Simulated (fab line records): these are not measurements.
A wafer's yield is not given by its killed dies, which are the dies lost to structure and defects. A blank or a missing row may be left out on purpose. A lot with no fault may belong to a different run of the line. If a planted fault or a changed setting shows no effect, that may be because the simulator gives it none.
A struck lot beside a sound one	flow sky130	43 out of 708 route steps
Sound: the wafers L939.4, L939.5, L939.6. Struck: wafer L944.1 (left out: L944.3, L944.5 of the same lot, which were not struck); the cause appears at the end.
Per side, at each step with rows, come the tool, then ch with its chambers, and then its first start. Under that, the readings that differ: sound wafers	struck wafers	difference of the means	sigmas: that difference in standard deviations of wafers without a fault.
alike: readings with means less than 2 such deviations apart, plus words and numbers identical on both sides. not compared: withheld readings, readings lacking a value on some wafer, bounds such as >300 that could conceal the same value, and numbers that have no deviation in the record and whose values overlap.
Wherever a step has rows on one side only, a row that says differs or no value, or a row with sigmas, the two part there. Non-overlapping numbers with no deviation appear without sigmas and do not part them. A reading missing from all wafers of one side parts the sides only when that side holds two or more wafers.

SKY_SPACER_ETCHBACK_02: etches Si3N4 in CH3F/O2, stops on SiO2, time 46.7 s, target depth 45 nm.
  sound on rie-diel-01 ch 0,2,3, day 24 20:45; struck on rie-diel-01 ch 0, day 26 09:55
  alike: ch3f-flow-sccm, drypump-motor-current-A, oes-product-au, throttle-valve-pct
  not compared: rf-hours-counter-h
then, 8 steps without rows for these wafers: SKY_POLY_CUT_DEHYDRATE_00 (time 60 s); SKY_POLY_CUT_HMDS_01 (prime time 60 s); SKY_POLY_CUT_COAT_02 (resist thk 60 nm); SKY_POLY_CUT_COAT_03 (resist thk 450 nm); SKY_POLY_CUT_SOFTBAKE_04 (time 90 s); SKY_POLY_CUT_EXPOSE_05 (exposes mask NPCM, target cd 270 nm); SKY_POLY_CUT_PEB_06; SKY_POLY_CUT_DEVELOP_07 (develop time 60 s).
SKY_POLY_CUT_CD_MEAS_08: target cd 270 nm.
  sound: cd-sem-01 at day 26 02:52; struck: cd-sem-01 at day 27 14:57
  alike: cd-nm
SKY_POLY_CUT_OVL_MEAS_09:
  sound: overlay-01 at day 26 02:56; struck: overlay-01 at day 27 15:04
reading	sound	struck	difference	sigmas
POLY_CUT_OVL (nm)	-1 8 1	-10	-13	-2
SKY_POLY_CUT_ETCH_10: etches BARC in N2/H2, stops on SiO2, time 45.9 s, target depth 60 nm.
  sound on rie-diel-01 ch 1,2, day 26 02:58; struck on rie-diel-04 ch 1, day 27 15:07
  alike: drypump-motor-current-A, oes-product-au, throttle-valve-pct
  not compared: rf-hours-counter-h
SKY_POLY_CUT_ETCH_11: etches Si3N4 in CF4/CH2F2/Ar, stops on poly-Si, time 42.5 s, target depth 60 nm.
  sound on rie-diel-01 ch 1,2, day 26 03:00; struck on rie-diel-04 ch 1, day 27 15:09
  alike: drypump-motor-current-A, oes-product-au, throttle-valve-pct
  not compared: rf-hours-counter-h
SKY_POLY_CUT_STRIP_12: strips in O2/N2.
  sound on plasma-asher-01 ch 0,1, day 26 03:04; struck on plasma-asher-04 ch 0, day 27 15:11
reading	sound	struck	difference	sigmas
rf-hours-counter-h (h)	- - -	97	no value on the sound wafers	
strip-time-to-endpoint-s (s)	5.363 5.365 5.354	5.328	-0.033	-2
  alike: drypump-motor-current-A, oes-product-au
then, 7 steps without rows for these wafers: SKY_SD_P_DEHYDRATE_00 (time 60 s); SKY_SD_P_HMDS_01 (prime time 60 s); SKY_SD_P_COAT_02 (resist thk 1140 nm); SKY_SD_P_SOFTBAKE_03 (time 60 s); SKY_SD_P_EXPOSE_04 (exposes mask PSDM, target cd 380 nm); SKY_SD_P_PEB_05; SKY_SD_P_DEVELOP_06 (develop time 60 s).
SKY_SD_P_CD_MEAS_07: target cd 380 nm.
  sound: cd-sem-01 at day 27 07:48; struck: cd-sem-02 at day 28 19:41
  alike: cd-nm
SKY_SD_P_OVL_MEAS_08:
  sound: overlay-01 at day 27 07:52; struck: overlay-01 at day 28 19:49
reading	sound	struck	difference	sigmas
SD_P_OVL (nm)	2.5 1.0 0.6	-1.6	-3.0	-2
following that, these wafers have no rows for 1 step: SKY_SD_P_IMPLANT_09.
SKY_SD_P_STRIP_10: strips in O2/N2.
  sound on plasma-asher-04 ch 0,1, day 27 08:04; struck on plasma-asher-04 ch 1, day 28 19:59
reading	sound	struck	difference	sigmas
rf-hours-counter-h (h)	- - -	100	no value on the sound wafers	
  alike: drypump-motor-current-A, oes-product-au, strip-time-to-endpoint-s
SKY_SD_P_TW_MEAS_11:
  sound: film-metro-04 at day 27 08:10; struck: film-metro-04 at day 28 20:05
  alike: SD_P_TW
then, 8 steps without rows for these wafers: SKY_RES_XHIGH_DEHYDRATE_00 (time 60 s); SKY_RES_XHIGH_HMDS_01 (prime time 60 s); SKY_RES_XHIGH_COAT_02 (resist thk 1140 nm); SKY_RES_XHIGH_SOFTBAKE_03 (time 60 s); SKY_RES_XHIGH_EXPOSE_04 (exposes mask URPM, target cd 1270 nm); SKY_RES_XHIGH_PEB_05; SKY_RES_XHIGH_DEVELOP_06 (develop time 60 s); SKY_RES_XHIGH_IMPLANT_07.
SKY_RES_XHIGH_STRIP_08: strips in O2/N2.
  sound on plasma-asher-04 ch 0,1, day 28 12:55; struck on plasma-asher-04 ch 0, day 30 00:11
reading	sound	struck	difference	sigmas
rf-hours-counter-h (h)	- - -	103	no value on the sound wafers	
  alike: drypump-motor-current-A, oes-product-au, strip-time-to-endpoint-s
SKY_RES_XHIGH_TW_MEAS_09:
  sound: film-metro-04 at day 28 13:01; struck: film-metro-04 at day 30 00:17
  alike: RES_XHIGH_TW
then, 6 steps without rows for these wafers: SKY_SD_N_DEHYDRATE_00 (time 60 s); SKY_SD_N_HMDS_01 (prime time 60 s); SKY_SD_N_COAT_02 (resist thk 1124 nm); SKY_SD_N_SOFTBAKE_03 (time 60 s); SKY_SD_N_EXPOSE_04 (exposes mask NSDM, target cd 380 nm); SKY_SD_N_PEB_05.
-- record jumps: 18 days separate the struck wafers' starts on either side; left off in module SD_N, taken up again in module PAD_OPEN, whose first shown step is the route's number 708 --
SKY_PAD_OPEN_PROBE_99:
  rows exist in the record for the struck wafers here (prober-02, day 48 04:58), but not for the sound ones

## WHERE THEY PART
First at SKY_POLY_CUT_OVL_MEAS_09; last, within this record, at SKY_PAD_OPEN_PROBE_99.

WHY: the cause the simulator had injected
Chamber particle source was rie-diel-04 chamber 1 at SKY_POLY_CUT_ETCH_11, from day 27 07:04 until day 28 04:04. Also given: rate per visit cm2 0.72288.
